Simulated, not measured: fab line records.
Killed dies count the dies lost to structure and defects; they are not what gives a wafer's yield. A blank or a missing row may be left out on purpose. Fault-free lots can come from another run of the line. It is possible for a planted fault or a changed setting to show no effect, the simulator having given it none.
fab line records ; flow sky130
record lots=5; wafers=15; last-day=49
route steps=708 shown GATE_OXIDE@192 POLY_GATE@204 RES_PROTECT@206 PAD_OPEN@708
lots that met no fault: taken from a fault-free run of the same line
start-h: hours from the record's first day to the start of the lot's first wafer shown ; wait-h: time in hours since the lot's previous step ; " identical to the entry in the row above ; L1.1+2: a row that stands for several wafers ; - no value, or no start was given ; * or withheld: withheld ; < > ~ a bound
route shown NAME@n: names a module that has steps shown in the file, with the first one's number in the route ; usual: mean/standard deviation of fault-free wafers ; same: alike in all rows ; chamber/n: place in a boat ; sites: per-site readings ; _std_site: the standard deviation of these ; _edge_site: the outer-site mean with the inner-site mean subtracted ; radius-mm: how far each site lies from the wafer's centre ; mask NAME#n: copy n ; behind: the tool/chamber that last shaped the wafer ; hold: why the lot went on hold/how many hours it stayed there/how the hold came to an end ; device: which transistor (n, p or np) failed to switch ; end of line: the same wafers' tests at the end of the route ; a step given without rows: its recipe and nothing more ; killed: dies lost to structure and defects at the first sort, not the wafer's yield ; map: a wafer's dies, x killed, . not, _ none there
set.NAME: the setting that was run; set.NAME@STEP: the one run at that earlier step ; model.NAME: the simulator's own value behind a step, which no gauge read
certain route steps with their lots: each step a table, each wafer a row
services: the hour from which a tool's chamber was out of use, counted from the record's first day as start-h (under 0 if before that day), plus the number of hours and why
## steps
# step SKY_GATE_OXIDE_COAT_05
# recipe resist=NOVOLAK; spin-rpm=3000; resist-thk-nm=1140
# step SKY_GATE_OXIDE_SOFTBAKE_06
# recipe temp-c=90; time-s=60; resist=NOVOLAK
# step SKY_GATE_OXIDE_EXPOSE_07
# recipe mask-id=LVOM; na=0.6; source-shape=conventional; sigma-outer=0.6; polarization=unpolarized; target-cd-nm=600; dose-mj=170
# step SKY_GATE_OXIDE_PEB_08
# recipe temp-c=withheld; time-s=*; resist=NOVOLAK
# step SKY_GATE_OXIDE_DEVELOP_09
# recipe resist=NOVOLAK; developer=TMAH; develop-time-s=60; dev-temp-c=23
# step SKY_GATE_OXIDE_IMPLANT_11
# recipe species=B; energy-kev=10; dose-cm2=2.6e+12; tilt-deg=withheld
# step SKY_GATE_OXIDE_WET_ETCH_12
# recipe chemistry=dHF; target-depth-nm=16.8; dry=n2-spin; target=SiO2; dilution=100:1; temp-c=25; time-s=336
# step SKY_GATE_OXIDE_STRIP_13
# recipe chemistry=O2/N2; power-w=1400; pressure-mtorr=1500; platen-temp-c=withheld; o2-flow-sccm=3000; n2-flow-sccm=300; overash-fraction=0.5
# step SKY_GATE_OXIDE_CLEAN_15
# recipe chemistry=SC1/SC2; mix=1:4:20; temp-c=70; time-s=150; dry=n2-spin
# step SKY_GATE_OXIDE_OXIDATION_16
# recipe temp-c=800; ambient=O2; idle-temp-c=700; ramp-up-c-per-min=10; ramp-down-c-per-min=3; stabilise-s=600; purge-s=300; target-thk-a=35.7; ox-time-s=1915
# step SKY_POLY_GATE_CVD_00
# recipe material=poly-Si; target-thk-nm=180; temp-c=620; time-s=720; pressure-mtorr=200
# usual spike-tc-bottom-C=642/3.8; spike-tc-centre-C=621.8/1; spike-tc-lower-C=618.6/1.2; spike-tc-top-C=639.8/1.8; spike-tc-upper-C=621.0/1.9
lot.wafer;tool;chamber;start-h;wait-h;spike-tc-bottom-C;spike-tc-centre-C;spike-tc-lower-C;spike-tc-top-C;spike-tc-upper-C;model.poly-Si_of_POLY_GATE_CVD_00.thk-nm
L780.1;lpcvd-01;0;312.25;0.0;645;622.1;618.5;638.4;623.7;179.2
L780.4;lpcvd-01;0;312.25;0.0;644;622.1;617.4;639.7;621.0;180.1
L780.5;lpcvd-01;0;312.25;0.0;645;621.9;618.2;637.5;622.1;177.4
L790.1;lpcvd-01;1;400.08;0.0;625;609.0;608.6;631.7;607.7;135
L790.4;lpcvd-01;1;400.08;0.0;627;609.1;608.4;629.2;607.4;135.9
L790.5;lpcvd-01;1;400.08;0.0;627;611.1;608.8;632.0;606.7;135.2
L791.1;lpcvd-01;0;408.42;0.0;632;609.4;607.6;629.1;610.9;137.7
L791.3;lpcvd-01;0;408.42;0.0;631;610.7;607.5;627.5;611.5;138
L791.5;lpcvd-01;0;408.42;0.0;632;609.7;606.6;627.4;609.7;138.4
L792.1;lpcvd-01;1;419.83;0.0;626;608.7;609.9;629.8;607.1;134
L792.2;lpcvd-01;1;419.83;0.0;625;610.1;607.2;631.0;606.4;133.5
L792.4;lpcvd-01;1;419.83;0.0;626;610.8;608.8;630.0;605.3;133.8
L798.1;lpcvd-01;0;482.17;0.0;645;620.9;617.1;639.7;622.3;183.8
L798.3;lpcvd-01;0;482.17;0.0;644;620.9;618.6;639.3;623.6;183.9
L798.4;lpcvd-01;0;482.17;0.0;644;621.7;619.1;640.6;621.0;183.2
# step SKY_POLY_GATE_THK_MEAS_01
# recipe reads=poly-Si_of_POLY_GATE_CVD_00
# usual POLY_GATE_CVD_00_THK=180.2/1.6
lot.wafer;tool;chamber;start-h;wait-h;POLY_GATE_CVD_00_THK[nm]
L780.1;film-metro-03;-;313.45;0.0;179.1
L780.4;film-metro-03;-;313.45;0.0;180.1
L780.5;film-metro-03;-;313.45;0.0;177.3
L790.1;film-metro-03;-;401.28;0.0;135.0
L790.4;film-metro-03;-;401.28;0.0;136.0
L790.5;film-metro-03;-;401.28;0.0;135.1
L791.1;film-metro-03;-;409.62;0.0;137.6
L791.3;film-metro-03;-;409.62;0.0;138.1
L791.5;film-metro-03;-;409.62;0.0;138.4
L792.1;film-metro-01;-;421.03;0.0;133.9
L792.2;film-metro-01;-;421.03;0.0;133.5
L792.4;film-metro-01;-;421.03;0.0;133.9
L798.1;film-metro-03;-;483.37;0.0;183.9
L798.3;film-metro-03;-;483.37;0.0;183.8
L798.4;film-metro-03;-;483.37;0.0;183.1
# step SKY_RES_PROTECT_DEHYDRATE_00
# recipe temp-c=200; time-s=60
# step SKY_RES_PROTECT_HMDS_01
# recipe prime-time-s=60; prime-temp-c=120
# step SKY_RES_PROTECT_COAT_02
# recipe resist=NOVOLAK; spin-rpm=3000; resist-thk-nm=1140
# step SKY_RES_PROTECT_SOFTBAKE_03
# recipe temp-c=90; time-s=60; resist=NOVOLAK
# step SKY_RES_PROTECT_EXPOSE_04
# recipe mask-id=RPM; na=0.6; source-shape=conventional; sigma-outer=0.6; polarization=unpolarized; target-cd-nm=1270; dose-mj=131
# step SKY_RES_PROTECT_PEB_05
# recipe temp-c=withheld; time-s=*; resist=NOVOLAK
# step SKY_RES_PROTECT_DEVELOP_06
# recipe resist=NOVOLAK; developer=TMAH; develop-time-s=60; dev-temp-c=23
# step SKY_POLY_GATE_IMPLANT_02
# recipe species=P; energy-kev=30; dose-cm2=7.7e+15; tilt-deg=0
# step SKY_RES_PROTECT_STRIP_07
# recipe chemistry=O2/N2; power-w=1400; pressure-mtorr=1500; platen-temp-c=withheld; o2-flow-sccm=3000; n2-flow-sccm=300; overash-fraction=0.5
# step SKY_RES_PROTECT_CLEAN_09
# recipe chemistry=SC1/SC2; mix=1:4:20; temp-c=70; time-s=150; dry=n2-spin
# usual bath-guard-temp-C=69.7/0.54
lot.wafer;tool;chamber;start-h;wait-h;bath-guard-temp-C;model.poly-Si_of_POLY_GATE_CVD_00.thk-nm
L780.1;wet-bench-02;3;339.18;0.1;70.7;178.6
L780.4;wet-bench-02;3;339.18;0.1;70.4;179.4
L780.5;wet-bench-02;3;339.18;0.1;70.6;176.7
L790.1;wet-bench-04;2;431.58;0.1;69.9;134.3
L790.4;wet-bench-04;2;431.58;0.1;69.8;135.3
L790.5;wet-bench-04;2;431.58;0.1;69.7;134.6
L791.1;wet-bench-04;2;439.93;0.1;69.7;137
L791.3;wet-bench-04;2;439.93;0.1;69.5;137.4
L791.5;wet-bench-04;2;439.93;0.1;69.7;137.8
L792.1;wet-bench-04;2;451.63;0.1;69.5;133.4
L792.2;wet-bench-04;2;451.63;0.1;69.8;132.8
L792.4;wet-bench-04;2;451.63;0.1;69.5;133.2
L798.1;wet-bench-04;2;514.53;0.1;69.9;183.2
L798.3;wet-bench-04;2;514.53;0.1;69.6;183.2
L798.4;wet-bench-04;2;514.53;0.1;69.6;182.6
# step SKY_POLY_GATE_CVD_03
# recipe material=Si3N4; precursor=DCS/NH3; target-thk-nm=75; temp-c=770; time-s=1290; pressure-mtorr=250
# step SKY_POLY_GATE_DEHYDRATE_05
# recipe temp-c=200; time-s=60
# step SKY_POLY_GATE_HMDS_06
# recipe prime-time-s=60; prime-temp-c=120
# step SKY_POLY_GATE_COAT_07
# recipe resist=BARC; temp-c=withheld; time-s=withheld; spin-rpm=3000; resist-thk-nm=110
# step SKY_POLY_GATE_COAT_08
# recipe resist=KrF-thick; spin-rpm=3000; resist-thk-nm=450
# step SKY_POLY_GATE_SOFTBAKE_09
# recipe temp-c=100; time-s=90; resist=KrF-thick
# step SKY_POLY_GATE_EXPOSE_10
# recipe mask-id=P1M; na=0.68; source-shape=conventional; sigma-outer=0.6; target-cd-nm=150; dose-mj=28
# step SKY_POLY_GATE_PEB_11
# recipe peb-temp-c=withheld; peb-time-s=withheld; resist=KrF-thick
# step SKY_POLY_GATE_DEVELOP_12
# recipe develop-time-s=60; resist=KrF-thick; dev-temp-c=21
# step SKY_POLY_GATE_ETCH_15
# recipe chemistry=N2/H2; target=BARC; ion-energy-ev=200; source-w=500; bias-w=100; pressure-mtorr=30; n2-flow-sccm=100; h2-flow-sccm=200; stop-on=SiO2; time-s=118.5; target-depth-a=1100
# step SKY_POLY_GATE_ETCH_16
# recipe stop-on=poly-Si; chemistry=CH3F/O2; target=Si3N4; source-w=400; bias-w=80; pressure-mtorr=25; ch3f-flow-sccm=40; O2_flow_sccm=30; time-s=147.5; target-depth-a=750
# step SKY_POLY_GATE_ETCH_17
# recipe target-depth-nm=180; stop-on=SiO2; over-etch-frac=0.56667; chemistry=HBr/Cl2; target=poly-Si; icp-w=400; bias-w=100; pressure-mtorr=10; HBr_flow_sccm=150; Cl2_flow_sccm=50; time-s=70.5
# usual bias-w=99.98/0.29; drypump-motor-current-A=5.6/0.46; oes-product-au=0.984/0.0069; throttle-valve-pct=33.684/0.0093
# same over-etch-frac=0.56667
lot.wafer;tool;chamber;start-h;wait-h;bias-w;drypump-motor-current-A;oes-product-au;rf-hours-counter-h;throttle-valve-pct;model.POLY_GATE.feature-depth-nm;model.etch.depth-nm
L780.1;rie-si-01;2;370.06;0.0;100.22;5.7;0.980;2;33.670;178.6;178.6
L780.4;rie-si-01;1;370.06;0.0;99.87;6.4;0.981;0;33.675;176.9;176.9
L780.5;rie-si-01;3;370.06;0.0;100.73;5.2;0.976;-;33.686;176.7;176.7
L790.1;rie-si-01;3;465.36;0.0;99.90;5.2;0.816;7;33.688;134.3;134.3
L790.4;rie-si-01;2;465.36;0.0;100.03;5.6;0.824;3;33.678;135.3;135.3
L790.5;rie-si-01;1;465.36;0.0;100.10;6.4;0.812;-;33.682;134.6;134.6
L791.1;rie-si-01;3;473.19;0.0;99.93;5.2;0.827;7;33.677;137;137
L791.3;rie-si-01;0;473.19;0.0;99.91;5.4;0.822;4;33.679;137.4;137.4
L791.5;rie-si-01;2;473.19;0.0;99.57;5.7;0.830;-;33.680;137.8;137.8
L792.1;rie-si-02;2;484.24;0.0;99.55;6.1;0.816;5;33.708;133.4;133.4
L792.2;rie-si-02;0;484.24;0.0;100.62;4.9;0.806;1;33.683;132.8;132.8
L792.4;rie-si-02;2;484.24;0.0;99.43;6.1;0.809;-;33.672;133.2;133.2
L798.1;rie-si-02;0;547.11;0.0;99.68;4.9;0.997;1;33.692;179.2;179.2
L798.3;rie-si-02;2;547.11;0.0;100.06;6.1;0.998;5;33.693;179.8;179.8
L798.4;rie-si-02;1;547.11;0.0;100.13;5.6;0.985;1;33.681;179.4;179.4
# step SKY_POLY_GATE_STRIP_18
# recipe chemistry=O2/N2; power-w=1400; pressure-mtorr=1500; platen-temp-c=withheld; o2-flow-sccm=3000; n2-flow-sccm=300; overash-fraction=0.5
# step SKY_PAD_OPEN_PROBE_99
# usual killed_at_M0_to_M3=44/7.3; killed_at_M4_up=3.1/1.6; killed-at-contacts=24/5.4; killed-at-front-end=15/4; killed-at-other=0.2/0.49; killed-dies=86/10; killed-open=48/7.3; killed-short=38/6.3
# same gross-dies=492; killed-at-back-side=0
lot.wafer;tool;chamber;start-h;wait-h;killed_at_M0_to_M3;killed_at_M4_up;killed-at-contacts;killed-at-front-end;killed-at-other;killed-dies;killed-open;killed-short;model.etest.res-high-po.line-ohm-um;model.etest.res-poly.line-ohm-um;model.etest.tip-sonos.rs-ohm-sq;model.etest.res-high-po.rs-ohm-sq;model.etest.res-poly.rs-ohm-sq;model.etest.cap-li-to-poly.c-af-um2;model.etest.tip-n.rs-ohm-sq
L780.1;prober-01;-;1076.52;0.1;49;4;23;6;0;82;43;39;757.3;525.9;2508;265.9;49;101;448.2
L780.4;prober-01;-;1076.67;0.2;39;3;25;14;0;81;40;41;721.9;483.3;2502;256.1;47.86;96.1;444.1
L780.5;prober-01;-;1076.72;0.2;42;4;24;13;0;83;52;31;745.5;500.1;2512;260.8;48.3;99.37;443.8
L790.1;prober-01;-;1136.60;0.1;45;1;32;15;0;93;55;38;947.3;667.2;2584;333.5;63.7;87.56;433.9
L790.4;prober-01;-;1136.75;0.2;59;0;30;16;0;105;57;48;948;662.3;2603;332.3;62.97;87.66;435.1
L790.5;prober-01;-;1136.80;0.2;42;0;23;21;1;87;47;40;941.5;686;2637;331.8;63.01;88.07;432.8
L791.1;prober-02;-;1144.01;0.1;44;2;20;6;0;72;41;31;959.8;660.3;2734;334.8;62.73;87.68;437.6
L791.3;prober-02;-;1144.11;0.2;43;4;26;16;0;89;44;45;984.5;712.9;2649;334.7;63.04;88.69;432.2
L791.5;prober-02;-;1144.21;0.2;34;2;24;12;1;73;36;37;927.5;662.7;2620;327.6;62.04;89.55;436.2
L792.1;prober-01;-;1150.74;0.1;56;2;15;13;0;86;44;42;947.2;641.5;2609;335.1;64.14;87.88;437.6
L792.2;prober-01;-;1150.79;0.1;49;3;28;12;0;92;58;34;997.2;701.2;2569;349.4;65.94;89.75;439.8
L792.4;prober-01;-;1150.89;0.2;35;4;23;9;1;72;34;38;992.1;690.6;2602;342.3;65.77;88.49;438.7
L798.1;prober-01;-;1185.80;0.1;54;9;23;21;0;107;57;50;736.8;511.2;2571;264.3;47.98;98.04;443.2
L798.3;prober-01;-;1185.90;0.2;43;4;14;15;1;77;33;44;734.7;523.7;2652;255.2;46.78;101.4;444.7
L798.4;prober-01;-;1185.95;0.2;25;2;33;16;1;77;44;33;722.2;493.2;2574;256.8;47.36;100.3;438.9
# killed by level:class
L780.1 VIA1:geometric-particle:open=14 CONTACT:geometric-particle:open=9 VIA3:geometric-particle:open=6 METAL1:geometric-particle:short=5 VIA1:geometric-particle:short=5 METAL2:geometric-particle:short=4 METAL3:geometric-particle:short=4 VIA3:geometric-particle:short=4
L780.4 CONTACT:geometric-particle:open=8 VIA1:geometric-particle:open=8 LI_CONTACT:geometric-particle:open=5 METAL1:geometric-particle:short=5 FIELD_ISO:geometric-particle:short=4 POLY_GATE:geometric-particle:open=4 POLY_GATE:geometric-particle:short=4 LI_CONTACT:geometric-particle:short=4
L780.5 VIA1:geometric-particle:open=11 LI_CONTACT:geometric-particle:open=10 VIA3:geometric-particle:open=9 CONTACT:geometric-particle:open=7 METAL1:geometric-particle:short=6 POLY_GATE:geometric-particle:short=4 VIA1:geometric-particle:short=4 VIA2:geometric-particle:open=4
L790.1 CONTACT:geometric-particle:open=16 METAL1:geometric-particle:short=10 VIA2:geometric-particle:open=9 LI_CONTACT:geometric-particle:open=8 VIA1:geometric-particle:open=8 POLY_GATE:geometric-particle:open=6 POLY_GATE:geometric-particle:short=4 CONTACT:geometric-particle:short=4
L790.4 CONTACT:geometric-particle:open=14 VIA1:geometric-particle:open=10 LI_CONTACT:geometric-particle:open=7 METAL1:geometric-particle:short=7 VIA3:geometric-particle:open=7 METAL2:geometric-particle:short=6 METAL3:geometric-particle:short=6 VIA3:geometric-particle:short=6
L790.5 VIA1:geometric-particle:open=9 CONTACT:geometric-particle:open=7 VIA2:geometric-particle:open=7 FIELD_ISO:geometric-particle:open=5 POLY_GATE:geometric-particle:short=5 LOCAL_INTERCONNECT:geometric-particle:short=5 VIA2:geometric-particle:short=5 VIA3:geometric-particle:open=5
L791.1 VIA1:geometric-particle:open=10 CONTACT:geometric-particle:open=9 METAL2:geometric-particle:short=8 VIA2:geometric-particle:open=8 LI_CONTACT:geometric-particle:open=4 CONTACT:geometric-particle:short=4 METAL1:geometric-particle:short=4 VIA3:geometric-particle:open=4
L791.3 CONTACT:geometric-particle:open=12 VIA1:geometric-particle:short=8 VIA1:geometric-particle:open=8 CONTACT:geometric-particle:short=7 LI_CONTACT:geometric-particle:open=6 METAL1:geometric-particle:short=6 FIELD_ISO:geometric-particle:open=5 METAL2:geometric-particle:short=5
L791.5 CONTACT:geometric-particle:open=8 VIA2:geometric-particle:open=6 LOCAL_INTERCONNECT:geometric-particle:short=6 VIA1:geometric-particle:open=6 METAL2:geometric-particle:short=6 POLY_GATE:geometric-particle:short=5 CONTACT:geometric-particle:short=4 VIA1:geometric-particle:short=4
L792.1 VIA1:geometric-particle:open=11 VIA2:geometric-particle:open=11 METAL1:geometric-particle:short=7 VIA1:geometric-particle:short=6 METAL3:geometric-particle:short=6 VIA3:geometric-particle:open=5 FIELD_ISO:geometric-particle:short=4 POLY_GATE:geometric-particle:short=4
L792.2 VIA2:geometric-particle:open=11 CONTACT:geometric-particle:open=10 LI_CONTACT:geometric-particle:open=9 VIA3:geometric-particle:open=9 VIA1:geometric-particle:open=8 METAL2:geometric-particle:short=8 VIA1:geometric-particle:short=5 FIELD_ISO:geometric-particle:short=4
L792.4 VIA1:geometric-particle:open=10 LI_CONTACT:geometric-particle:open=6 CONTACT:geometric-particle:open=5 LI_CONTACT:geometric-particle:short=5 METAL2:geometric-particle:short=5 LOCAL_INTERCONNECT:geometric-particle:short=4 METAL1:geometric-particle:short=4 VIA1:geometric-particle:short=4
L798.1 VIA1:geometric-particle:open=15 VIA2:geometric-particle:open=8 LI_CONTACT:geometric-particle:open=7 METAL4:geometric-particle:short=7 FIELD_ISO:geometric-particle:short=6 CONTACT:geometric-particle:open=6 METAL3:geometric-particle:short=5 VIA3:geometric-particle:open=5
L798.3 VIA1:geometric-particle:open=9 VIA1:geometric-particle:short=7 METAL1:geometric-particle:short=7 VIA3:geometric-particle:short=6 METAL3:geometric-particle:short=6 FIELD_ISO:geometric-particle:open=5 CONTACT:geometric-particle:open=5 POLY_GATE:geometric-particle:short=4
L798.4 LI_CONTACT:geometric-particle:open=12 VIA1:geometric-particle:open=9 LOCAL_INTERCONNECT:geometric-particle:short=6 FIELD_ISO:geometric-particle:short=5 CONTACT:geometric-particle:open=5 CONTACT:geometric-particle:short=4 METAL2:geometric-particle:short=4 VIA2:geometric-particle:open=4
## services
tool;chamber;start-h;hours;kind
wet-bench-04;-;291.70;1.7;repair
rie-si-02;0;330.84;-;clean
rie-si-02;0;330.84;19.3;scheduled-down
rie-si-02;0;330.84;19.3;vent-cycle
wet-bench-04;-;332.91;4.5;repair
rie-si-01;1;339.46;-;clean
rie-si-01;1;339.46;17.7;scheduled-down
rie-si-01;1;339.46;17.7;vent-cycle
rie-si-02;3;407.69;5.1;repair
rie-si-02;1;418.45;-;clean
rie-si-02;1;418.45;18.0;scheduled-down
rie-si-02;1;418.45;18.0;vent-cycle
rie-si-02;2;420.93;2.0;repair
lpcvd-01;-;451.32;1.3;repair
rie-si-02;-;458.53;1.7;repair
rie-si-01;-;468.04;2.7;repair
rie-si-02;3;472.65;-;clean
rie-si-02;3;472.65;15.4;scheduled-down
rie-si-02;3;472.65;15.4;vent-cycle
lpcvd-01;-;522.58;6.0;pm
wet-bench-04;-;543.54;2.9;repair
## key
first-sign step=SKY_POLY_GATE_CVD_00; reading=spike-tc-centre-C; direction=down; sigmas=12; usual=621.8; struck=609.9
effect step=SKY_POLY_GATE_CVD_00; reading=spike-tc-lower-C; direction=down; sigmas=8.5; usual=618.6; struck=608.1
effect step=SKY_POLY_GATE_THK_MEAS_01; reading=POLY_GATE_CVD_00_THK; direction=down; sigmas=28; usual=180.2; struck=135.7
effect step=SKY_POLY_GATE_ETCH_17; reading=oes-product-au; direction=down; sigmas=24; usual=0.984; struck=0.818
model-effect step=SKY_POLY_GATE_CVD_00; value=poly-Si_of_POLY_GATE_CVD_00.thk-nm; without=180; struck=135.7
model-effect step=SKY_RES_PROTECT_CLEAN_09; value=poly-Si_of_POLY_GATE_CVD_00.thk-nm; without=179.4; struck=135.1
model-effect step=SKY_POLY_GATE_ETCH_17; value=POLY_GATE.feature-depth-nm; without=177.7; struck=135.1
model-effect step=SKY_PAD_OPEN_PROBE_99; value=etest.res-high-po.line-ohm-um; without=741; struck=960.6
met-at SKY_POLY_GATE_CVD_00
struck-wafers L790.1,L790.4,L790.5,L791.1,L791.3,L791.5,L792.1,L792.2,L792.4
tester-left-out L790,L791,L792
onset-between 312.25 400.08
fault kind=process-parameter-drift; tool=lpcvd-01; chamber=-; onset-h=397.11; steps=SKY_POLY_GATE_CVD_00; channel=temp-c; offset=*; shape=step; end-h=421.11; stated=*
# tester-left-out: of these lots the tester's yield and bins aren't shown, on N5 and GAA mostly nor the transistor test; their killed dies are dies lost to structure and defects alone, not to doping, threshold or leakage, so they don't give the yield
